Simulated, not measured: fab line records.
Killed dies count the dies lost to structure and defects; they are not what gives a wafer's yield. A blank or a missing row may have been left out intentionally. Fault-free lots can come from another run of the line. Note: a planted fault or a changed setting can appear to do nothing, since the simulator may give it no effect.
One fault seen from 2 desks / flow gf180mcu / every desk sees just its own numbers, and what lay behind them comes last

== AT THE TOOL OWNER'S DESK: litho-track-02 ==
The tool's own readings at GF_V5_PEB_12 (peb time 90 s): means of the sampled wafers that have a number, for each lot that ran on this tool. If a lot's mean is further than 4 standard deviations from the usual mean, the lot is out of limits and carries the mark OUT (the distance appears in the brackets).
Columns: A = chill-plate-temp-C at GF_V5_PEB_12, usual 22.99 C; B = heater-power-total-W at GF_V5_PEB_12, usual 85.71 W
lot=L455; first seen here=day 28 11:55; A=23.10; B=85.70
lot=L457; first seen here=day 29 03:54; A=23.03; B=85.76
lot=L458; first seen here=day 29 12:44; A=22.89; B=91.24 (+65) OUT
lot=L460; first seen here=day 29 23:58; A=23.01; B=91.34 (+66) OUT
lot=L461; first seen here=day 30 04:12; A=22.96; B=91.28 (+66) OUT
lot=L471; first seen here=day 32 21:14; A=23.03; B=85.77
This desk's finding: out of limits on L458, L460, L461; first on L458, day 29 12:44 (heater-power-total-W at GF_V5_PEB_12). In limits: L455, L457, L471.

== THE METROLOGY DESK ==
What the gauges read for every lot (on any tool): the sampled wafers with a number, averaged. If a lot's mean is further than 4 standard deviations from the usual mean, the lot is out of limits and carries the mark OUT (the distance appears in the brackets).
Columns: A = V4_OVL at GF_V4_OVL_MEAS_15, usual 1 nm; B = MIM_CVD_05_THK at GF_MIM_THK_MEAS_06, usual 42.2 nm; C = cd-nm at GF_V5_CD_MEAS_14, usual 260.0 nm
lot=L453; first seen here=day 25 18:08; A=-6; B=42.2; C=261.3
lot=L455; first seen here=day 25 20:09; A=2; B=41.6; C=256.7
lot=L456; first seen here=day 26 11:28; A=3; B=42.4; C=260.6
lot=L457; first seen here=day 26 13:20; A=9; B=42.2; C=259.9
lot=L458; first seen here=day 26 23:31; A=-13; B=42.5; C=254.4
lot=L460; first seen here=day 27 10:22; A=3; B=42.8; C=255.4
lot=L461; first seen here=day 27 15:15; A=-3; B=42.4; C=257.0
lot=L469; first seen here=day 30 05:35; A=3; B=42.2; C=261.3
lot=L470; first seen here=day 30 07:49; A=5; B=42.5; C=259.9
lot=L471; first seen here=day 30 15:26; A=-2; B=41.9; C=260.2
lot=L472; first seen here=day 30 22:28; A=2; B=42.1; C=258.7
lot=L473; first seen here=day 31 03:04; A=-3; B=41.7; C=259.7
lot=L474; first seen here=day 31 08:04; A=2; B=42.3; C=260.7
Finding of this desk: none of the 13 lots has anything out of limits.

== ALL TOGETHER ==
The tool owner's desk had the chance to raise an alarm at day 29 12:44 on L458, L460, L461.
Metrology desk: nothing out of limits seen.
The metrology desk holds a record of L458, L460, L461, inside its limits.
The lots listed all ran GF_V5_PEB_12 on litho-track-02.

== WHAT THE SIMULATOR HAD INSERTED ==
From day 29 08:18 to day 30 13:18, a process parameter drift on litho-track-02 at GF_V5_PEB_12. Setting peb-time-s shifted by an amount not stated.
Struck lots among those shown: L458, L460, L461.
Delay in hours, fault start to first out-of-limits reading, by desk: the tool owner's desk at 4.
